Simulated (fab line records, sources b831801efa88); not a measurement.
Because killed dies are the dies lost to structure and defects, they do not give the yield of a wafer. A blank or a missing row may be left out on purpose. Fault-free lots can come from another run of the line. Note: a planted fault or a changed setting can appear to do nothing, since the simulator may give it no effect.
Comparing a struck lot with a sound one ; flow sky130 ; 18 steps out of a route of 708
Sound: the wafers L261.2, L261.3, L261.5. Struck: wafer L280.1 (left out: L280.2, L280.6 of the same lot, which were not struck); the cause appears at the end.
For every step that has rows: the tool of each side, followed by ch and its chambers, followed by its first start. Under that, the readings that differ: sound wafers ; struck wafers ; difference of the means ; sigmas: that difference in standard deviations of wafers without a fault.
alike: same words and numbers on both sides, and readings whose means sit less than 2 such deviations apart. not compared: any withheld reading, any reading some wafer has no value for, any bound like >300 that may hide the same value, and any number with overlapping values for which the record gives no deviation.
A row with sigmas, a row that says differs or no value, or rows on one side alone: a step with any of these is where the two part. Numbers that have no deviation but don't overlap get no sigmas and don't part them. Lack of a reading on every wafer of one side parts them only where that side has two or more wafers.

first, 3 steps without rows for these wafers: SKY_LI_CONTACT_EXPOSE_09 (exposes mask LICM1, target cd 170 nm); SKY_LI_CONTACT_PEB_10; SKY_LI_CONTACT_DEVELOP_11 (develop time 60 s).
SKY_LI_CONTACT_CD_MEAS_12: the cd target is 170 nm.
  sound on cd-sem-02 at day 30 14:28; struck on cd-sem-02 at day 36 10:23
  alike: cd-nm
SKY_LI_CONTACT_OVL_MEAS_13:
  sound on overlay-02 at day 30 14:34; struck on overlay-01 at day 36 10:31
reading;sound;struck;difference;sigmas
LI_CONTACT_OVL (nm);-18 -13 -16;-5;+11;+2
then, 1 step without rows for these wafers: SKY_LI_CONTACT_ETCH_14 (etches BARC in N2/H2, stops on SiO2, time 45.9 s, target depth 60 nm).
SKY_LI_CONTACT_ETCH_15: etches PSG in C4F8/O2/Ar, stops on Si, target depth 600 nm.
  sound on rie-diel-04 ch 0,1,2, day 30 14:38; struck on rie-diel-03 ch 1, day 36 10:35
  alike: oes-product-au
SKY_LI_CONTACT_STRIP_16: strips in O2/N2.
  sound on plasma-asher-01 ch 0,1, day 30 14:43; struck on plasma-asher-02 ch 1, day 36 10:40
  alike: drypump-motor-current-A, oes-product-au, strip-time-to-endpoint-s
  not compared: rf-hours-counter-h
then, 2 steps without rows for these wafers: SKY_LI_CONTACT_CLEAN_17 (cleans in NMP, time 600 s); SKY_LI_CONTACT_PRE_CLEAN_18 (time 5.6 s).
SKY_LI_CONTACT_SPUTTER_19: material Ti, target thk 20 nm, time 106.37 s.
  sound on pvd-sputter-04 at day 30 15:01; struck on pvd-sputter-03 at day 36 10:58
reading;sound;struck;difference;sigmas
throttle-valve-pct (%);27.9 28.5 28.1;30.9;+2.7;+3
SKY_LI_CONTACT_SPUTTER_20: material TiN, target thk 20 nm, time 80 s.
  sound on pvd-sputter-04 at day 30 15:05; struck on pvd-sputter-03 at day 36 11:02
reading;sound;struck;difference;sigmas
throttle-valve-pct (%);27.9 28.4 28.2;30.8;+2.6;+3
SKY_LI_CONTACT_CVD_21: deposits W, target thk 400 nm, time 120.56 s.
  sound on cvd-w-02 ch 0,1, day 30 15:09; struck on cvd-w-02 ch 1, day 36 11:07
reading;sound;struck;difference;sigmas
model.W_of_LI_CONTACT_CVD_21.thk-nm (nm);401.2 399.6 406.5;285.8;-116.6;
  alike: heater-power-w
SKY_LI_CONTACT_RS_MEAS_22: uses a four-point probe to measure.
  sound on film-metro-01 at day 30 15:18; struck on film-metro-01 at day 36 11:14
reading;sound;struck;difference;sigmas
LI_CONTACT_W_RS (ohm/sq);0.2844 0.2854 0.2806;0.3998;+0.1163;+40
SKY_LI_CONTACT_THK_MEAS_23: measures by xrf.
  sound on film-metro-01 at day 30 15:25; struck on film-metro-01 at day 36 11:21
reading;sound;struck;difference;sigmas
LI_CONTACT_W_THK (nm);393 391 395;282;-111;-21
SKY_LI_CONTACT_CMP_24: polishes, stops on PSG, t overpolish 20 s, target thk 0 nm.
  sound on cmp-02 ch 0,1,2, day 30 15:31; struck on cmp-01 ch 3, day 36 11:25
reading;sound;struck;difference;sigmas
time-to-endpoint-s (s);93 91 98;67;-27;-7
  alike: motor-current-A
SKY_LOCAL_INTERCONNECT_SPUTTER_00: material TiN, target thk 100 nm, time 83.3 s.
  sound on pvd-sputter-01 at day 30 15:46; struck on pvd-sputter-01 at day 36 11:43
  alike: throttle-valve-pct
then, 1 step without rows for these wafers: SKY_PAD_OPEN_PROBE_99.

WHERE THEY PART
Last at SKY_LI_CONTACT_CMP_24 as far as this record goes, first at SKY_LI_CONTACT_OVL_MEAS_13. Later steps at which nothing parts them and some readings are alike: SKY_LOCAL_INTERCONNECT_SPUTTER_00.

WHY: what had been put in by the simulator
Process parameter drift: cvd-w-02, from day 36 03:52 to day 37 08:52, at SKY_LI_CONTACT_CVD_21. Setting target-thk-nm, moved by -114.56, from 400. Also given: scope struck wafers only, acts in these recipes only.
